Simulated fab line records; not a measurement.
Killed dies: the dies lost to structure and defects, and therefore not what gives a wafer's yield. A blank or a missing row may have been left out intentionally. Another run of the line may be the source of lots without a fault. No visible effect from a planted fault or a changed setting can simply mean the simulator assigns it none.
2 desks, one fault    flow sky130    what lay behind the numbers comes last; until then each desk has only its own

== AT THE METROLOGY DESK ==
What the gauges read, lot by lot, whatever tool the lot ran on: means of the sampled wafers that have a number. A lot is out of limits, marked OUT, if its mean lies more than 4 standard deviations from the usual mean; the brackets give that distance.
Columns: A = cd nm at SKY_VIA2_CD_MEAS_12, usual 199.6 nm; B = VIA2_OVL at SKY_VIA2_OVL_MEAS_13, usual -2 nm; C = CAPM_TIN_RS at SKY_CAPM_RS_MEAS_03, usual 6.93 ohm/sq; D = CAPM_TIN_THK at SKY_CAPM_THK_MEAS_04, usual 196.4 nm
lot   first seen here  A      B   C     D
L983  day 35 17:31     199.4  1   7.02  195.4
L984  day 36 05:47     200.0  5   6.83  198.8
L991  day 38 11:23     199.4  -2  6.80  199.6
L992  day 38 22:04     200.5  2   6.91  197.7
L994  day 39 11:14     197.7  2   7.18  191.4
L996  day 40 01:53     199.2  2   7.14  190.4
L104  day 42 23:41     202.0  -2  6.83  199.1
L103  day 43 00:24     201.4  -5  6.99  194.8
L105  day 43 01:06     200.2  5   6.84  198.8
This desk found nothing out of limits on any of the 9 lots.

== THE TOOL OWNER'S DESK: pvd sputter-03 ==
The tool's own readings at SKY_CAPM_SPUTTER_02 (material TiN, target thk 200 nm, time 166.7 s): means of the sampled wafers that have a number, for each lot that ran on this tool. A lot is out of limits, marked OUT, if its mean lies more than 4 standard deviations from the usual mean; the brackets give that distance.
Columns: A = cathode dc power W at SKY_CAPM_SPUTTER_02, usual 6500.0 W; B = throttle valve pct at SKY_CAPM_SPUTTER_02, usual 29.8 %
lot   first seen here  A                         B
L984  day 36 07:37     6501.3                    29.2
L991  day 38 13:10     6500.5                    29.2
L992  day 38 23:53     6500.7                    29.1
L994  day 39 13:02     6318.9 (-99 or more) OUT  29.6
L996  day 40 03:36     6318.8 (-99 or more) OUT  29.8
L104  day 43 01:26     6500.3                    29.2
L103  day 43 02:10     6500.5                    29.7
Finding of this desk: L994, L996 out of limits; the first was L994 at day 39 13:02, on cathode dc power W at SKY_CAPM_SPUTTER_02. In limits: L984, L991, L992, L104, L103.

== PUT TOGETHER ==
The tool owner's desk could have raised an alarm at day 39 13:02, on L994, L996.
Nothing out of limits was seen by the metrology desk.
The metrology desk holds a record of L994, L996, inside its limits.
The lots listed all ran SKY_CAPM_SPUTTER_02 on pvd sputter-03.

== WHAT HAD BEEN PUT IN BY THE SIMULATOR ==
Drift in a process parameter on pvd sputter-03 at SKY_CAPM_SPUTTER_02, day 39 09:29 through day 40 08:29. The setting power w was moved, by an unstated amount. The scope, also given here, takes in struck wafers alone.
Lots struck among those shown: L994, L996.
Each desk's first reading out of limits, in hours after the fault started: the tool owner's desk, 4.
